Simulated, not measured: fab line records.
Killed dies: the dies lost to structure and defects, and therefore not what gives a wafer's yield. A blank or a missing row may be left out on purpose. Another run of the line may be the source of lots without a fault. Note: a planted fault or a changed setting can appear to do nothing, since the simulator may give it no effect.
The tool behind it: which one? -- flow gf180mcu -- 72 wafers from 24 lots sampled at 2 of the route's 602 steps

## WHAT EACH GAUGE READ, for each wafer
GF_HV_LDD_TW_MEAS_11.
lot,measured,on,HV_LDD_TW
L074,day 10 07:32,filmMetro-04,2401 2410 2404
L076,day 10 13:13,filmMetro-04,2407 2394 2392
L075,day 10 16:34,filmMetro-02,2370 2378 2381
L077,day 10 20:08,filmMetro-02,2382 2385 2379
L078,day 11 07:32,filmMetro-02,2408 2376 2380
L079,day 11 14:01,filmMetro-04,2405 2413 2405
L080,day 11 23:17,filmMetro-02,2385 2390 2391
L081,day 12 02:29,filmMetro-02,2378 2375 2380
L082,day 12 07:19,filmMetro-02,2384 2381 2372
L083,day 12 18:43,filmMetro-02,2377 2387 2379
L084,day 13 00:23,filmMetro-02,2371 2380 2366
L085,day 13 08:34,filmMetro-02,2373 2378 2374
L086,day 13 15:02,filmMetro-02,2363 2368 2363
L087,day 14 03:41,filmMetro-02,2398 2404 2390
L088,day 14 12:52,filmMetro-01,2441 2445 2443
L089,day 14 20:01,filmMetro-04,2404 2402 2391
L090,day 14 22:55,filmMetro-04,2384 2391 2399
L091,day 15 04:52,filmMetro-04,2437 2420 2415
L092,day 15 16:46,filmMetro-04,2417 2404 2423
L093,day 16 00:22,filmMetro-04,2411 2398 2415
L094,day 16 06:34,filmMetro-02,2398 2387 2379
L095,day 16 08:49,filmMetro-02,2384 2395 2389
L096,day 17 01:56,filmMetro-02,2370 2387 2369
L097,day 17 05:20,filmMetro-01,2461 2471 2456

GF_NSD_CD_MEAS_07: the cd target is 400 nm.
lot,measured,on,cdNm (nm)
L074,day 13 15:05,cdSem-02,399.2 401.4 398.6
L076,day 13 21:43,cdSem-02,401.0 401.9 399.7
L075,day 14 02:34,cdSem-02,396.4 397.4 395.1
L077,day 14 06:41,cdSem-02,399.5 398.0 400.8
L078,day 14 18:41,cdSem-02,400.5 400.6 401.5
L079,day 15 03:07,cdSem-02,401.0 401.0 400.9
L080,day 15 11:43,cdSem-01,404.2 404.3 403.0
L081,day 15 15:31,cdSem-02,399.0 400.1 398.8
L082,day 15 20:49,cdSem-01,399.8 402.3 401.6
L083,day 16 10:07,cdSem-02,401.1 401.7 400.1
L084,day 16 18:05,cdSem-01,399.3 401.0 401.3
L085,day 17 01:46,cdSem-01,402.7 403.8 400.3
L086,day 17 09:17,cdSem-02,402.7 403.8 405.3
L087,day 18 01:32,cdSem-02,402.8 401.0 401.0
L088,day 18 11:19,cdSem-01,398.9 397.5 399.8
L089,day 18 18:52,cdSem-01,398.8 398.7 396.0
L090,day 19 00:01,cdSem-01,402.7 403.2 402.1
L091,day 19 05:28,cdSem-02,402.3 400.1 399.7
L092,day 19 17:13,cdSem-01,402.5 400.5 398.3
L093,day 20 02:28,cdSem-02,398.8 399.5 400.7
L094,day 20 09:16,cdSem-02,400.2 400.7 399.1
L095,day 20 11:25,cdSem-02,393.9 395.7 395.5
L096,day 21 04:52,cdSem-01,399.5 396.2 396.0
L097,day 21 07:41,cdSem-01,397.1 399.0 399.8

## WHICH TOOL RAN EACH LOT (tool, then ch and the chambers of the sampled wafers, then the start)
Before these readings, the record contains no process step.

## AS READ BY THE TOOLS THEMSELVES (means over the sampled wafers that have a number; for cases with no such wafer, the mark the record gives instead)
The record holds no such reading with a usual standard deviation.

## THE ANSWER, worked out from the rows above alone
Rule: usual is defined by the lots themselves. Put in order of their means at a reading, lots are off if they are a third of the lots or fewer, leave a main group of 4 or more, and stand apart from it by a gap of 3 or more times the standard deviation of the main group's means; of several such gaps the widest counts. The tables above print the reading to a certain number of digits; a main group whose means all agree to those digits is not used. A lot without any number at a reading at which 4 lots or more have one is off too. The other lots that the step has rows for count as sound. Order of review: gauges by route order, followed by the tools' own readings, for which a lot's mean as printed above is used. At the first step where some lot is off, the reading lying furthest off is the one used; lots without a number count as furthest.
None of the lots is off at any reading shown; this tells nothing.

## WHAT WAS PUT IN BY THE SIMULATOR
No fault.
